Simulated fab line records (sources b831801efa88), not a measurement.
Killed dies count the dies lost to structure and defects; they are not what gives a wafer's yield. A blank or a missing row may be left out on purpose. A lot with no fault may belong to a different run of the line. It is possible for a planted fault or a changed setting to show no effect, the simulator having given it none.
Shared-tool check / flow gf180mcu / Lots sampled 12, wafers sampled 36

== REASON FOR OPENING ==
Flagged at GF_SAB_CD_MEAS_09: reading cdNm, on 2 of 12 lots. No-fault wafers: 418.8 nm, standard deviation 1.7.
Rule: a lot gets a flag if all its wafers with a number sit over 4 standard deviations from that mean, or if no wafer of it has a number. The other lots count as sound.

lot=L499; measured=day 15 04:05; on=cdSem-02; cdNm (nm), wafer by wafer=418.3 419.2 421.7; flag=
lot=L500; measured=day 15 10:14; on=cdSem-02; cdNm (nm), wafer by wafer=421.0 419.5 419.8; flag=
lot=L503; measured=day 16 13:47; on=cdSem-02; cdNm (nm), wafer by wafer=416.6 420.4 420.9; flag=
lot=L504; measured=day 16 23:46; on=cdSem-02; cdNm (nm), wafer by wafer=421.5 419.7 419.9; flag=
lot=L505; measured=day 17 01:41; on=cdSem-02; cdNm (nm), wafer by wafer=420.2 419.5 420.3; flag=
lot=L511; measured=day 19 06:50; on=cdSem-01; cdNm (nm), wafer by wafer=408.1 406.6 407.1; flag=FLAGGED
lot=L513; measured=day 20 02:38; on=cdSem-02; cdNm (nm), wafer by wafer=407.7 408.2 409.8; flag=FLAGGED
lot=L518; measured=day 21 20:32; on=cdSem-02; cdNm (nm), wafer by wafer=418.4 418.8 416.9; flag=
lot=L519; measured=day 22 13:55; on=cdSem-02; cdNm (nm), wafer by wafer=417.1 418.1 415.8; flag=
lot=L520; measured=day 22 19:33; on=cdSem-01; cdNm (nm), wafer by wafer=419.4 419.1 418.6; flag=
lot=L521; measured=day 23 05:59; on=cdSem-02; cdNm (nm), wafer by wafer=417.9 419.3 420.6; flag=
lot=L522; measured=day 23 06:17; on=cdSem-02; cdNm (nm), wafer by wafer=418.4 418.6 418.9; flag=
On average the flagged lots' numbers are 407.9 nm, which is -10.9 nm against the usual, or -6 standard deviations.

== WHICH TOOL EACH LOT WENT THROUGH ==
The record holds 1 process step before the reading, out of a route of 602 steps. Every cell lists first the tool, next ch and the chambers used by the sampled wafers, and last the start.
lot=L499; flag=; GF_SAB_COAT_04=lithoTrack-02 ch 0, day 14 17:38
lot=L500; flag=; GF_SAB_COAT_04=lithoTrack-03 ch 0, day 14 23:56
lot=L503; flag=; GF_SAB_COAT_04=lithoTrack-03 ch 0, day 16 03:07
lot=L504; flag=; GF_SAB_COAT_04=lithoTrack-03 ch 0, day 16 11:28
lot=L505; flag=; GF_SAB_COAT_04=lithoTrack-02 ch 0, day 16 14:05
lot=L511; flag=FLAGGED; GF_SAB_COAT_04=lithoTrack-03 ch 0, day 18 19:03
lot=L513; flag=FLAGGED; GF_SAB_COAT_04=lithoTrack-03 ch 0, day 19 14:04
lot=L518; flag=; GF_SAB_COAT_04=lithoTrack-04 ch 0, day 21 08:32
lot=L519; flag=; GF_SAB_COAT_04=lithoTrack-03 ch 0, day 22 02:28
lot=L520; flag=; GF_SAB_COAT_04=lithoTrack-02 ch 0, day 22 08:04
lot=L521; flag=; GF_SAB_COAT_04=lithoTrack-04 ch 0, day 22 18:17
lot=L522; flag=; GF_SAB_COAT_04=lithoTrack-02 ch 0, day 22 18:47
These steps, and what they do:
- GF_SAB_COAT_04: resist thk 1000 nm.
- GF_SAB_CD_MEAS_09: target cd 420 nm.

== FLAGGED AGAINST TOTAL, ONE TOOL AT A TIME (gauges that did the reading follow at the end) ==
step=GF_SAB_COAT_04; tool=lithoTrack-02; lots run=4; flagged=0; share of the flagged lots=none; sound lots run after its first flagged lot=-
step=GF_SAB_COAT_04; tool=lithoTrack-03; lots run=6; flagged=2; share of the flagged lots=all; sound lots run after its first flagged lot=1 (L519)
step=GF_SAB_COAT_04; tool=lithoTrack-04; lots run=2; flagged=0; share of the flagged lots=none; sound lots run after its first flagged lot=-
step=GF_SAB_CD_MEAS_09; tool=cdSem-01; lots run=2; flagged=1; share of the flagged lots=some; sound lots run after its first flagged lot=1 (L520)
step=GF_SAB_CD_MEAS_09; tool=cdSem-02; lots run=10; flagged=1; share of the flagged lots=some; sound lots run after its first flagged lot=4 (L518,L519,L521,L522)

== WHAT THE TABLE PERMITS ==
1 row of the table ran every flagged lot: lithoTrack-03 at GF_SAB_COAT_04.
- lithoTrack-03 at GF_SAB_COAT_04 ran 6 lots, 2 of them flagged. Sound lots ran on it after the first flagged one (L519), which a lasting fault on the whole tool wouldn't allow. Its own readings (spinSpeedRpm) fall more than 4 standard deviations out on all wafers of the flagged lots.
Every row of the table either missed a flagged lot or ran a sound lot after the first.

== WHAT WAS PUT IN BY THE SIMULATOR ==
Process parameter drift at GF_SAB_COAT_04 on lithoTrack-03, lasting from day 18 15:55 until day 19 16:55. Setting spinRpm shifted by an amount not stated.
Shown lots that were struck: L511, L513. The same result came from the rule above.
